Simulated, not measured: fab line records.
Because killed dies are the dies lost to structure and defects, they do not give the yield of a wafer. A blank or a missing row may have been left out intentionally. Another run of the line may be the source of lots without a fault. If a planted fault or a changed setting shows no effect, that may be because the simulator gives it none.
A single fault, viewed from 2 desks	flow gf180mcu	each desk holds nothing but its own numbers, with what lay behind them at the end

== AT THE METROLOGY DESK ==
Lot by lot, what the gauges showed, no matter which tool ran the lot: averages of those sampled wafers that carry a number. Marked OUT: a lot whose mean sits more than 4 standard deviations from the usual mean, which makes it out of limits; the brackets give that distance.
Columns: A = cd-nm at GF_TOP_METAL_CD_MEAS_14, usual 440.8 nm; B = PASSIVATION_CVD_00_THK at GF_PASSIVATION_THK_MEAS_01, usual 1001 nm
lot	first seen here	A	B
L876	day 28 08:08	442.9	1012
L877	day 28 09:18	442.7	991
L878	day 28 20:00	443.5	999
L880	day 29 07:10	445.5	1007
L881	day 29 15:21	442.7	997
L883	day 30 09:10	440.0	1005
L884	day 30 20:30	439.9	1009
L886	day 31 03:34	440.5	1007
L890	day 32 09:19	439.5	1003
L892	day 32 20:07	439.8	995
L896	day 33 15:45	439.9	999
L897	day 33 20:21	440.0	998
L899	day 34 05:39	436.8	976
This desk's verdict: no lot among the 13 shows anything out of limits.

== THE TOOL OWNER'S DESK: rie-diel-03 ==
The tool's own readings at GF_V1_ETCH_17 (etches SiO2 in C4F8/O2/Ar, stops on TiN, target depth 630 nm): means of the sampled wafers that have a number, for each lot that ran on this tool. Marked OUT: a lot whose mean sits more than 4 standard deviations from the usual mean, which makes it out of limits; the brackets give that distance.
Columns: A = oes-product-au at GF_V1_ETCH_17, usual 0.856 a.u.
lot	first seen here	A
L876	day 18 09:00	0.860
L883	day 21 00:00	0.854
L884	day 21 12:00	0.858
L890	day 23 13:00	0.860
L892	day 24 06:00	0.856
This desk's verdict: no lot among the 5 shows anything out of limits.

== PUT TOGETHER ==
From the metrology desk's view, nothing was out of limits.
The desk of the tool owner found nothing out of limits.

== WHAT THE SIMULATOR HAD INSERTED ==
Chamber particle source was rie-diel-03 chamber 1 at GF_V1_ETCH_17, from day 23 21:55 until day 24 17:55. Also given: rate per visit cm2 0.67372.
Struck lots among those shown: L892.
